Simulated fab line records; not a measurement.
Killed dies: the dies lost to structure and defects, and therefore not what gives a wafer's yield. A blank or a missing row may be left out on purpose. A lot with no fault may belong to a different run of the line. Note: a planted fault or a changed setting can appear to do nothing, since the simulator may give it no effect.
Matching of chambers ; flow sky130 ; rieDiel-04 running SKY_VIA2_ETCH_14: 4 sister chambers
The step etches BARC in N2/H2, stops on SiO2, time 45.9 s, target depth 60 nm. 4 wafers are shown with their chamber, then 9 later ones without.

WAFERS PAIRED WITH THEIR CHAMBERS
wafer;chamber;drypumpMotorCurrentA (A)
L084.6;0;5.5
L085.5;3;5.9
L089.3;1;5.1
L089.6;2;6.4

WAFERS WHOSE CHAMBER IS MISSING
wafer;drypumpMotorCurrentA (A)
L091.2;5.5
L091.4;6.4
L091.6;6.5
L093.1;5.9
L093.3;5.1
L093.5;6.5
L096.1;5.9
L096.2;6.5
L096.4;5.5

WHICH CHAMBER EACH ONE RAN IN
wafer;from the rows above;in truth
L091.2;0;0
L091.4;2;2
L091.6;2;2
L093.1;3;3
L093.3;1;1
L093.5;2;2
L096.1;3;3
L096.2;2;2
L096.4;0;0
Correctly placed: 9 of 9. From these rows, 0 cannot be placed. Placed wrongly: 0.
How it was worked out, from the rows above alone: a wafer's distance from a chamber is the root of the sum, over the readings, of the square of ((its reading less the chamber's mean) divided by the reading's scatter). If the next closest chamber is less than 2 further off than the closest, the wafer can't be placed; otherwise it belongs to the closest. A chamber's mean is the mean of its shown wafers. The scatter: root of mean squared gap, hidden wafer to nearest shown wafer, with one shown wafer a chamber.
